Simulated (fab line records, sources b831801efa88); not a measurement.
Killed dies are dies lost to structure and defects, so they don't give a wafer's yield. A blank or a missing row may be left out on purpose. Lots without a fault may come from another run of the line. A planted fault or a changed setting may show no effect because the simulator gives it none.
Chamber matching | flow sky130 | SKY_LI_CONTACT_CMP_02 on cmp-02: 4 sister chambers
The step polishes PSG. 8 wafers are shown with their chamber, then 7 later ones without.

WAFERS WITH THEIR CHAMBER
wafer  | chamber | motor_current_A (A) | head_pressure_psi (psi)
L237.2 | 2       | 12.8                | 3.993
L237.3 | 0       | 11.3                | 3.995
L237.6 | 3       | 10.9                | 4.001
L236.2 | 2       | 13.1                | 4.013
L236.6 | 3       | 11.3                | 4.004
L238.1 | 0       | 11.5                | 3.986
L238.2 | 1       | 13.9                | 4.000
L238.6 | 1       | 14.1                | 4.008

WAFERS WITHOUT THEIR CHAMBER
wafer  | motor_current_A (A) | head_pressure_psi (psi)
L240.1 | 10.5                | 3.985
L240.4 | 11.6                | 4.011
L240.6 | 11.8                | 4.002
L251.2 | 13.8                | 3.991
L254.2 | 11.4                | 3.987
L254.3 | 14.1                | 3.995
L254.4 | 13.0                | 4.009

WHICH CHAMBER EACH WENT THROUGH
wafer  | from the rows above     | in truth
L240.1 | can't be placed: 3 or 0 | 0
L240.4 | can't be placed: 0 or 3 | 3
L240.6 | can't be placed: 0 or 3 | 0
L251.2 | 1                       | 1
L254.2 | can't be placed: 0 or 3 | 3
L254.3 | 1                       | 1
L254.4 | 2                       | 2
Placed correctly: 3 of 7. Can't be placed from these rows: 4 (the true chamber is among the candidates in 4). Placed wrongly: 0.
How it was worked out, from the rows above alone: a wafer's distance from a chamber is the root of the sum, over the readings, of the square of ((its reading less the chamber's mean) divided by the reading's scatter). The wafer belongs to the nearest chamber; if the next one is less than 2 further off, it can't be placed. A chamber's mean is the mean of its shown wafers. The scatter: the root of (the sum of the squares of (reading less its chamber's mean) over the shown wafers, divided by (wafers less chambers)).
